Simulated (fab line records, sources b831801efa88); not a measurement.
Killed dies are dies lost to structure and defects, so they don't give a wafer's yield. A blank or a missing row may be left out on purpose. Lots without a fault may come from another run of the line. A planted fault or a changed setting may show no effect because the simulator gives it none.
Which tool did it? | flow sky130 | 11 lots, 33 wafers sampled, at 5 steps of a route of 708

WHAT THE GAUGES READ, wafer by wafer
SKY_VIA2_BOW_MEAS_03. Usual: VIA2_BOW 85 um, standard deviation 7.3.
lot  | measured     | on            | VIA2_BOW (um) | flag
L560 | day 35 12:12 | film_metro-01 | 94 72 84      |
L561 | day 36 03:54 | film_metro-03 | 85 86 85      |
L563 | day 36 15:20 | film_metro-02 | 90 90 102     |
L564 | day 37 01:43 | film_metro-01 | 95 77 73      |
L566 | day 37 16:46 | film_metro-03 | 89 90 93      |
L567 | day 37 21:02 | film_metro-03 | 85 83 83      |
L568 | day 38 08:19 | film_metro-01 | 79 81 71      |
L573 | day 39 22:56 | film_metro-02 | 89 96 96      |
L575 | day 40 10:07 | film_metro-03 | 93 95 100     |
L576 | day 41 00:14 | film_metro-03 | 89 77 91      |
L580 | day 42 00:19 | film_metro-03 | 97 99 90      |

SKY_VIA4_THK_MEAS_01. Usual: VIA4_HDPCVD_THK 1744 nm, standard deviation 17.
lot  | measured     | on            | VIA4_HDPCVD_THK (nm) | flag
L560 | day 42 01:39 | film_metro-01 | 1726 1703 1734       |
L561 | day 42 15:03 | film_metro-02 | 1757 1760 1745       |
L563 | day 43 02:23 | film_metro-02 | 1735 1743 1752       |
L564 | day 43 11:28 | film_metro-03 | 1731 1741 1729       |
L566 | day 44 00:41 | film_metro-01 | 1745 1744 1741       |
L567 | day 44 05:31 | film_metro-01 | 1723 1742 1728       |
L568 | day 44 14:23 | film_metro-03 | 1725 1735 1752       |
L573 | day 46 01:16 | film_metro-01 | 1743 1726 1739       |
L575 | day 46 09:17 | film_metro-01 | 2640 2641 2641       | OFF
L576 | day 46 21:16 | film_metro-01 | 2610 2605 2622       | OFF
L580 | day 47 17:46 | film_metro-02 | 1738 1750 1713       |

WHICH TOOL RAN EACH LOT (tool, then ch and the chambers of the sampled wafers, then the start)
lot  | SKY_METAL2_DESCUM_17              | SKY_METAL2_ETCH_18                | SKY_VIA4_HDPCVD_00
L560 | rie_metal-02 ch 0, day 35 10:52   | rie_metal-02 ch 0, day 35 10:54   | hdpcvd-02 ch 0,1,2, day 42 01:28
L561 | rie_metal-03 ch 0,1, day 36 02:33 | rie_metal-03 ch 0,1, day 36 02:35 | hdpcvd-01 ch 0,1,2, day 42 14:52
L563 | rie_metal-01 ch 0,1, day 36 14:04 | rie_metal-01 ch 0,1, day 36 14:06 | hdpcvd-02 ch 0,1, day 43 02:13
L564 | rie_metal-02 ch 0,1, day 37 00:26 | rie_metal-02 ch 0,1, day 37 00:28 | hdpcvd-01 ch 1,2, day 43 11:16
L566 | rie_metal-02 ch 0,1, day 37 15:28 | rie_metal-02 ch 0,1, day 37 15:30 | hdpcvd-02 ch 1,2, day 44 00:30
L567 | rie_metal-02 ch 0,1, day 37 19:39 | rie_metal-02 ch 0,1, day 37 19:41 | hdpcvd-01 ch 0,1,2, day 44 05:19
L568 | rie_metal-02 ch 0,1, day 38 07:03 | rie_metal-02 ch 0,1, day 38 07:05 | hdpcvd-02 ch 0,1,2, day 44 14:12
L573 | rie_metal-02 ch 0,1, day 39 21:36 | rie_metal-02 ch 0,1, day 39 21:38 | hdpcvd-01 ch 1,2, day 46 01:04
L575 | rie_metal-02 ch 0,1, day 40 08:49 | rie_metal-02 ch 0,1, day 40 08:51 | hdpcvd-02 ch 0,1,2, day 46 09:10
L576 | rie_metal-02 ch 0,1, day 40 22:57 | rie_metal-02 ch 0,1, day 40 22:59 | hdpcvd-02 ch 1,2, day 46 21:04
L580 | rie_metal-03 ch 0,1, day 41 23:01 | rie_metal-03 ch 0,1, day 41 23:03 | hdpcvd-01 ch 0,1, day 47 17:35
- SKY_METAL2_DESCUM_17: chemistry O2, time 8 s.
- SKY_METAL2_ETCH_18: etches BARC in N2/H2, stops on SiO2, time 45.9 s, target depth 60 nm.
- SKY_VIA4_HDPCVD_00: deposits SiO2, target thk 1750 nm, time 291.7 s.

WHAT THE TOOLS THEMSELVES READ (means of the sampled wafers that have a number; where no wafer has one, the mark that the record gives instead)
SKY_METAL2_DESCUM_17. Usual: drypump_motor_current_A 5.7 A, standard deviation 0.51; oes_product_au 1.001 a.u., standard deviation 0.0076.
lot  | tool         | drypump_motor_current_A (A) | oes_product_au (a.u.) | flag
L560 | rie_metal-02 | 5.3                         | 1.008                 |
L561 | rie_metal-03 | 5.5                         | 1.002                 |
L563 | rie_metal-01 | 5.6                         | 0.996                 |
L564 | rie_metal-02 | 6.1                         | 1.002                 |
L566 | rie_metal-02 | 5.7                         | 0.995                 |
L567 | rie_metal-02 | 5.7                         | 1.010                 |
L568 | rie_metal-02 | 5.7                         | 1.009                 |
L573 | rie_metal-02 | 6.1                         | 1.003                 |
L575 | rie_metal-02 | 5.7                         | 1.001                 |
L576 | rie_metal-02 | 6.0                         | 0.994                 |
L580 | rie_metal-03 | 5.5                         | 1.001                 |

SKY_METAL2_ETCH_18. Usual: drypump_motor_current_A 5.7 A, standard deviation 0.51; n2_flow_sccm 99.97 sccm, standard deviation 0.29; oes_product_au 0.855 a.u., standard deviation 0.0045; throttle_valve_pct 13.224 %, standard deviation 0.0096.
lot  | tool         | drypump_motor_current_A (A) | n2_flow_sccm (sccm) | oes_product_au (a.u.) | throttle_valve_pct (%) | flag
L560 | rie_metal-02 | 5.3                         | 99.89               | 0.857                 | 13.224                 |
L561 | rie_metal-03 | 5.5                         | 100.38              | 0.855                 | 13.226                 |
L563 | rie_metal-01 | 5.5                         | 99.85               | 0.854                 | 13.215                 |
L564 | rie_metal-02 | 6.1                         | 100.00              | 0.852                 | 13.222                 |
L566 | rie_metal-02 | 5.7                         | 99.81               | 0.860                 | 13.229                 |
L567 | rie_metal-02 | 5.7                         | 99.66               | 0.858                 | 13.215                 |
L568 | rie_metal-02 | 5.7                         | 99.85               | 0.857                 | 13.216                 |
L573 | rie_metal-02 | 6.1                         | 100.03              | 0.848                 | 13.221                 |
L575 | rie_metal-02 | 5.7                         | 99.96               | 0.854                 | 13.229                 |
L576 | rie_metal-02 | 6.0                         | 100.07              | 0.856                 | 13.230                 |
L580 | rie_metal-03 | 5.5                         | 100.02              | 0.855                 | 13.223                 |

SKY_VIA4_HDPCVD_00. Usual: sih4_flow_sccm 60.00 sccm, standard deviation 0.17; susceptor_temp_C 400.01 C, standard deviation 0.21.
lot  | tool      | sih4_flow_sccm (sccm) | susceptor_temp_C (C) | flag
L560 | hdpcvd-02 | 59.87                 | 400.13               |
L561 | hdpcvd-01 | 59.95                 | 399.86               |
L563 | hdpcvd-02 | 59.92                 | 399.89               |
L564 | hdpcvd-01 | 60.02                 | 400.04               |
L566 | hdpcvd-02 | 59.98                 | 400.20               |
L567 | hdpcvd-01 | 60.10                 | 400.27               |
L568 | hdpcvd-02 | 59.91                 | 400.09               |
L573 | hdpcvd-01 | 59.99                 | 399.85               |
L575 | hdpcvd-02 | 90.11                 | 399.95               | OFF
L576 | hdpcvd-02 | 90.15                 | 399.83               | OFF
L580 | hdpcvd-01 | 59.98                 | 400.17               |

THE ANSWER, worked out from the rows above alone
Rule: a lot is off if the mean of its wafers that have a number lies more than 3 standard deviations from the usual mean. A lot without any number at a reading at which 4 lots or more have one is off too. The other lots that the step has rows for count as sound. The gauges are gone through in route order, then the tools' own readings, and for those a lot's mean is taken as printed above. The first step at which some lot is off is used, and at that step the reading that is off furthest; a lot without a number counts as furthest.
Off: L575, L576, at SKY_VIA4_THK_MEAS_01 (VIA4_HDPCVD_THK).
A tool fits if, at a process step before that reading, it ran every lot that is off, and no sound lot after the first of them. The gauges at SKY_VIA4_THK_MEAS_01 aren't tried: what is off there is off at SKY_VIA4_HDPCVD_00 too, on other tools, and a gauge's error can't cause that. Can't be told from this: 2 tools fit, rie_metal-02 at SKY_METAL2_DESCUM_17 and SKY_METAL2_ETCH_18, hdpcvd-02 at SKY_VIA4_HDPCVD_00.

WHAT THE SIMULATOR HAD PUT IN
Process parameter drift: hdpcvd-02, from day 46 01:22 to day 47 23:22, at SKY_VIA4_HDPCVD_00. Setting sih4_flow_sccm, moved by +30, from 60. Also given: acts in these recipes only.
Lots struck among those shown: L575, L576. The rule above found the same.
